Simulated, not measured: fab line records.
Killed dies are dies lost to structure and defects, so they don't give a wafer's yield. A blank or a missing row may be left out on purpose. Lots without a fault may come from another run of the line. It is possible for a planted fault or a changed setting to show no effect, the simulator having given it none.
Split-lot study || flow sky130 || 5 lots, 23 wafers read, on a route of 708 steps

## ABOUT THE SPLIT
At SKY_LI_CONTACT_SPUTTER_20 (material TiN, target thk 20 nm, time 80 s), the setting timeS was moved away from the recipe's 80 s on 10 of the 23 wafers read, by -8.2% to +10.7%. This setting was run at the recipe's value on the other wafers.

Reading taken at the split's own step.

## THE READING
TiN_of_LI_CONTACT_SPUTTER_20.thkNm (the simulator's own value, which no gauge read), in nm, at SKY_LI_CONTACT_SPUTTER_20 (material TiN, target thk 20 nm, time 80 s). The file gives no usual value for it. Here, 13 wafers ran the recipe; their average is 20.03 nm with a standard deviation of 0.16 nm.

{"wafer": "L075.1", "tool, chamber at the split": "pvdSputter-02, -", "timeS as run, s": 73.4, "against the recipe": "-8.2%", "TiN_of_LI_CONTACT_SPUTTER_20.thkNm, nm": 18.26, "against lot-mates on the recipe": -1.90}
{"wafer": "L075.2", "tool, chamber at the split": "pvdSputter-02, -", "timeS as run, s": 80, "against the recipe": "recipe", "TiN_of_LI_CONTACT_SPUTTER_20.thkNm, nm": 20.05, "against lot-mates on the recipe": "-"}
{"wafer": "L075.3", "tool, chamber at the split": "pvdSputter-02, -", "timeS as run, s": 80, "against the recipe": "recipe", "TiN_of_LI_CONTACT_SPUTTER_20.thkNm, nm": 20.28, "against lot-mates on the recipe": "-"}
{"wafer": "L075.4", "tool, chamber at the split": "pvdSputter-02, -", "timeS as run, s": 73.4, "against the recipe": "-8.2%", "TiN_of_LI_CONTACT_SPUTTER_20.thkNm, nm": 18.07, "against lot-mates on the recipe": -2.09}
{"wafer": "L075.6", "tool, chamber at the split": "pvdSputter-02, -", "timeS as run, s": 80, "against the recipe": "recipe", "TiN_of_LI_CONTACT_SPUTTER_20.thkNm, nm": 20.16, "against lot-mates on the recipe": "-"}
{"wafer": "L078.1", "tool, chamber at the split": "pvdSputter-04, -", "timeS as run, s": 80, "against the recipe": "recipe", "TiN_of_LI_CONTACT_SPUTTER_20.thkNm, nm": 20.36, "against lot-mates on the recipe": "-"}
{"wafer": "L078.2", "tool, chamber at the split": "pvdSputter-04, -", "timeS as run, s": 80, "against the recipe": "recipe", "TiN_of_LI_CONTACT_SPUTTER_20.thkNm, nm": 19.98, "against lot-mates on the recipe": "-"}
{"wafer": "L078.3", "tool, chamber at the split": "pvdSputter-04, -", "timeS as run, s": 75.2, "against the recipe": "-6.0%", "TiN_of_LI_CONTACT_SPUTTER_20.thkNm, nm": 19.35, "against lot-mates on the recipe": -0.82}
{"wafer": "L078.4", "tool, chamber at the split": "pvdSputter-04, -", "timeS as run, s": 75.2, "against the recipe": "-6.0%", "TiN_of_LI_CONTACT_SPUTTER_20.thkNm, nm": 19.08, "against lot-mates on the recipe": -1.09}
{"wafer": "L078.6", "tool, chamber at the split": "pvdSputter-04, -", "timeS as run, s": 75.2, "against the recipe": "-6.0%", "TiN_of_LI_CONTACT_SPUTTER_20.thkNm, nm": 19.22, "against lot-mates on the recipe": -0.95}
{"wafer": "L079.2", "tool, chamber at the split": "pvdSputter-04, -", "timeS as run, s": 87.44, "against the recipe": "+9.3%", "TiN_of_LI_CONTACT_SPUTTER_20.thkNm, nm": 22.1, "against lot-mates on the recipe": "+2.17"}
{"wafer": "L079.3", "tool, chamber at the split": "pvdSputter-04, -", "timeS as run, s": 80, "against the recipe": "recipe", "TiN_of_LI_CONTACT_SPUTTER_20.thkNm, nm": 19.86, "against lot-mates on the recipe": "-"}
{"wafer": "L079.4", "tool, chamber at the split": "pvdSputter-04, -", "timeS as run, s": 80, "against the recipe": "recipe", "TiN_of_LI_CONTACT_SPUTTER_20.thkNm, nm": 20, "against lot-mates on the recipe": "-"}
{"wafer": "L079.5", "tool, chamber at the split": "pvdSputter-04, -", "timeS as run, s": 80, "against the recipe": "recipe", "TiN_of_LI_CONTACT_SPUTTER_20.thkNm, nm": 19.92, "against lot-mates on the recipe": "-"}
{"wafer": "L079.6", "tool, chamber at the split": "pvdSputter-04, -", "timeS as run, s": 87.44, "against the recipe": "+9.3%", "TiN_of_LI_CONTACT_SPUTTER_20.thkNm, nm": 21.92, "against lot-mates on the recipe": "+1.99"}
{"wafer": "L080.1", "tool, chamber at the split": "pvdSputter-02, -", "timeS as run, s": 80, "against the recipe": "recipe", "TiN_of_LI_CONTACT_SPUTTER_20.thkNm, nm": 19.88, "against lot-mates on the recipe": "-"}
{"wafer": "L080.5", "tool, chamber at the split": "pvdSputter-02, -", "timeS as run, s": 80, "against the recipe": "recipe", "TiN_of_LI_CONTACT_SPUTTER_20.thkNm, nm": 19.92, "against lot-mates on the recipe": "-"}
{"wafer": "L080.6", "tool, chamber at the split": "pvdSputter-02, -", "timeS as run, s": 80, "against the recipe": "recipe", "TiN_of_LI_CONTACT_SPUTTER_20.thkNm, nm": 20.09, "against lot-mates on the recipe": "-"}
{"wafer": "L081.1", "tool, chamber at the split": "pvdSputter-03, -", "timeS as run, s": 80, "against the recipe": "recipe", "TiN_of_LI_CONTACT_SPUTTER_20.thkNm, nm": 19.81, "against lot-mates on the recipe": "-"}
{"wafer": "L081.2", "tool, chamber at the split": "pvdSputter-03, -", "timeS as run, s": 88.59, "against the recipe": "+10.7%", "TiN_of_LI_CONTACT_SPUTTER_20.thkNm, nm": 22.36, "against lot-mates on the recipe": "+2.44"}
{"wafer": "L081.4", "tool, chamber at the split": "pvdSputter-03, -", "timeS as run, s": 88.59, "against the recipe": "+10.7%", "TiN_of_LI_CONTACT_SPUTTER_20.thkNm, nm": 22.39, "against lot-mates on the recipe": "+2.47"}
{"wafer": "L081.5", "tool, chamber at the split": "pvdSputter-03, -", "timeS as run, s": 88.59, "against the recipe": "+10.7%", "TiN_of_LI_CONTACT_SPUTTER_20.thkNm, nm": 22.04, "against lot-mates on the recipe": "+2.12"}
{"wafer": "L081.6", "tool, chamber at the split": "pvdSputter-03, -", "timeS as run, s": 80, "against the recipe": "recipe", "TiN_of_LI_CONTACT_SPUTTER_20.thkNm, nm": 20.04, "against lot-mates on the recipe": "-"}

FIT RESULTS
A straight line over all 23 wafers: TiN_of_LI_CONTACT_SPUTTER_20.thkNm changes by +0.201 nm for each +1% of timeS; r = +0.98; the points scatter about the line by 0.22 nm.
The same after taking each lot's own level away (the mean of its wafers on the recipe; 23 wafers): +0.214 nm for each +1%; r = +0.99; scatter 0.19 nm.
According to that fit, moving timeS by its largest amount changes the reading by 2.3 nm.
The lots' own levels span 19.925 to 20.170 nm, that is 1.6 times the standard deviation above.
The two slopes are in agreement: the lot-to-lot level therefore moves the slope only a little.
Check: +2.32 nm against its lot-mates is what the line predicts for one of the wafers moved furthest among these (+10.7%) when that wafer is left out of the fit. Against them it came out at +2.44 nm.

## ADDITIONAL SPLITS CARRIED BY THESE WAFERS
Before the reading, these wafers also passed through other splits. Each is held against what the fit with the lots' levels taken away leaves over:
{"other split on the same wafers": "SKY_LDD_LDN_IMPLANT_09 energyKev", "wafers away from the commonest value": 6, "r with TiN_of_LI_CONTACT_SPUTTER_20.thkNm (lot level and that fit taken away)": -0.14}
{"other split on the same wafers": "SKY_SPACER_CVD_00 pressureMtorr", "wafers away from the commonest value": 15, "r with TiN_of_LI_CONTACT_SPUTTER_20.thkNm (lot level and that fit taken away)": "+0.16"}
{"other split on the same wafers": "SKY_SD_P_DEVELOP_06 developTimeS", "wafers away from the commonest value": 4, "r with TiN_of_LI_CONTACT_SPUTTER_20.thkNm (lot level and that fit taken away)": -0.01}
{"other split on the same wafers": "SKY_SD_P_IMPLANT_09 doseCm2", "wafers away from the commonest value": 11, "r with TiN_of_LI_CONTACT_SPUTTER_20.thkNm (lot level and that fit taken away)": -0.21}
{"other split on the same wafers": "SKY_RES_XHIGH_STRIP_08 powerW", "wafers away from the commonest value": 11, "r with TiN_of_LI_CONTACT_SPUTTER_20.thkNm (lot level and that fit taken away)": "+0.11"}
{"other split on the same wafers": "SKY_SD_N_SOFTBAKE_03 tempC", "wafers away from the commonest value": 5, "r with TiN_of_LI_CONTACT_SPUTTER_20.thkNm (lot level and that fit taken away)": -0.34}
{"other split on the same wafers": "SKY_SD_N_IMPLANT_09 energyKev", "wafers away from the commonest value": 9, "r with TiN_of_LI_CONTACT_SPUTTER_20.thkNm (lot level and that fit taken away)": -0.31}
{"other split on the same wafers": "SKY_LI_CONTACT_HDPCVD_00 timeS", "wafers away from the commonest value": 5, "r with TiN_of_LI_CONTACT_SPUTTER_20.thkNm (lot level and that fit taken away)": "+0.10"}

## THE FILE'S OWN FIT
TiN_of_LI_CONTACT_SPUTTER_20.thkNm changes by +0.218 nm for each +1% of timeS, r = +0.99.
